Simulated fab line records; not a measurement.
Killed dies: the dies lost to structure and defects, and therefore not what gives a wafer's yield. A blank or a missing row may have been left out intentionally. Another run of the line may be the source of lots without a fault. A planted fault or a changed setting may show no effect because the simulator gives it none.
The tool behind it: which one? | flow gf180mcu | 12 lots (36 wafers sampled), 1 step of a 602-step route

## WHAT THE GAUGES READ, wafer by wafer
GF_HV_LDD_TW_MEAS_38.
lot  | measured     | on            | HV_LDD_3_TW
L075 | day 11 12:34 | film metro-01 | 1443 1444 1437
L077 | day 12 11:27 | film metro-01 | 1430 1432 1424
L079 | day 12 23:45 | film metro-01 | 1441 1433 1438
L081 | day 13 18:02 | film metro-01 | 1424 1429 1432
L083 | day 14 05:59 | film metro-01 | 1431 1430 1430
L085 | day 14 18:32 | film metro-01 | 1434 1434 1436
L087 | day 15 18:16 | film metro-03 | 1409 1413 1413
L089 | day 16 17:07 | film metro-03 | 1401 1395 1396
L091 | day 17 07:31 | film metro-03 | 1402 1399 1399
L093 | day 18 02:50 | film metro-04 | 1440 1444 1449
L095 | day 18 15:42 | film metro-03 | 1406 1402 1409
L097 | day 19 07:55 | film metro-04 | 1440 1443 1440

## TOOL THAT RAN EACH LOT (tool first, then ch and the chambers of the sampled wafers, then the start)
Record: no process step prior to these readings.

## THE ANSWER, worked out from the rows above alone
Rule: usual is defined by the lots themselves. Put in order of their means at a reading, lots are off if they are a third of the lots or fewer, leave a main group of 4 or more, and stand apart from it by a gap of 3 or more times the standard deviation of the main group's means; of several such gaps the widest counts. If all means in a main group match to the digits the tables above print for the reading, that group is not used. A lot without any number at a reading at which 4 lots or more have one is off too. Where the step has rows for the other lots, those lots are counted as sound.
None of the lots is off at any reading shown; this tells nothing.

## WHAT HAD BEEN PUT IN BY THE SIMULATOR
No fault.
